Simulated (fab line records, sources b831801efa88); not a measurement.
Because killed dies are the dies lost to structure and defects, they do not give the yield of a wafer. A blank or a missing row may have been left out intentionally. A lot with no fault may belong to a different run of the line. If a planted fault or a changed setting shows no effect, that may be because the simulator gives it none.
Code-filled problem report in 8D (eight disciplines) form ; flow sky130 ; the parts of the form that need people (team, actions taken, sign-off) are left out

1. WHAT WENT WRONG
Wafers with no fault read 200.0 W with a standard deviation of 0.6, whereas bias-w at SKY_CONTACT_ETCH_18 reads a mean of 292.1 W on 1 wafer of 1 lot. So: +99 or more standard deviations from the usual mean.
The step: etches Si3N4 in CHF3/O2, stops on TiN, time 39 s, target depth 75 nm.
The first sign was on wafer L273.4 at day 36 19:00, on rie-diel-01. Wafers with a number at this step in the record: 15, from 5 lots. By rule, "out" or "out of limits" means more than 4 standard deviations away from the usual mean. All remaining wafers that have a number are taken as sound.

2. WHAT IT IS; WHAT IT IS NOT
question;is;is not
which readings at this step;bias-w;drypump-motor-current-A, oes-product-au, throttle-valve-pct
which lots;L273;L262, L269, L278, L280
which wafers of those lots;L273.4;L273.1, L273.5
read on which tools;rie-diel-01;rie-diel-03, rie-diel-04
when;from day 36 19:00;"up to then (8 sound wafers); but 6 sound wafers of L278, L280 came after"

3. WHAT RULES OUT EACH SUSPECT
Counting: a tool at a process step up to the reading stays a suspect if it ran every lot that is out. Sound lots after the first of them don't rule it out here, since some wafers of a struck lot are sound.
- rie-diel-01 at SKY_CONTACT_ETCH_16 (etches BARC in N2/H2, stops on SiO2, time 45.9 s, target depth 60 nm): kept. The lot that is out, L273, ran on it at day 36 19:38; the last sound lot it ran before that was L262, at day 33 23:11.
- rie-diel-01 at SKY_CONTACT_ETCH_17 (etches SiO2 in C4F8/O2/Ar, stops on Si3N4, target depth 340 nm): kept. The lot that is out, L273, ran on it at day 36 19:41; the last sound lot it ran before that was L262, at day 33 23:16.
- rie-diel-01 at SKY_CONTACT_ETCH_18 (etches Si3N4 in CHF3/O2, stops on TiN, time 39 s, target depth 75 nm): kept. The lot that is out, L273, ran on it at day 36 19:00; the last sound lot it ran before that was L262, at day 33 23:00. Out on those wafers are its own readings of bias-w.
- At SKY_CONTACT_ETCH_16 on rie-diel-01, chamber 1 took the sound wafers of the same lots and chamber 0 took the wafers that are out.
- At SKY_CONTACT_ETCH_17 on rie-diel-01, chamber 1 took the sound wafers of the same lots and chamber 0 took the wafers that are out.
- At SKY_CONTACT_ETCH_18 on rie-diel-01, chamber 1 took the sound wafers of the same lots and chamber 0 took the wafers that are out.
Left after counting: rie-diel-01 at SKY_CONTACT_ETCH_16, rie-diel-01 at SKY_CONTACT_ETCH_17, rie-diel-01 at SKY_CONTACT_ETCH_18.

4. THE CAUSE (what the simulator had put in)
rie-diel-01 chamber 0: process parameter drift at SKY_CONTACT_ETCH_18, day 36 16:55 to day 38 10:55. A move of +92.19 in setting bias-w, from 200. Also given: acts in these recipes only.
Counting left 3 suspects, and this tool is among them.

5. THE CHAIN OF EFFECTS, in route order
Each row: a reading whose mean over the struck wafers that have a number lies more than 3 standard deviations from the usual. Only readings whose record carries a usual standard deviation are examined. hours: median over the lots of the time between each lot's start at the first step of this table that gives one and its start at this step. sigmas: the change, counted in usual standard deviations.
hours;step;reading;usual;on struck wafers;change;sigmas
0;SKY_CONTACT_ETCH_18;bias-w;200.0 W;292.1;+92.1;+99 or more
The process steps in it:
- SKY_CONTACT_ETCH_18: etches Si3N4 in CHF3/O2, stops on TiN, time 39 s, target depth 75 nm.

6. HOW IT WOULD HAVE BEEN CAUGHT EARLIER
First out-of-limits reading in this record: day 36 19:00, which is 2 hours after fault onset at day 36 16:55.
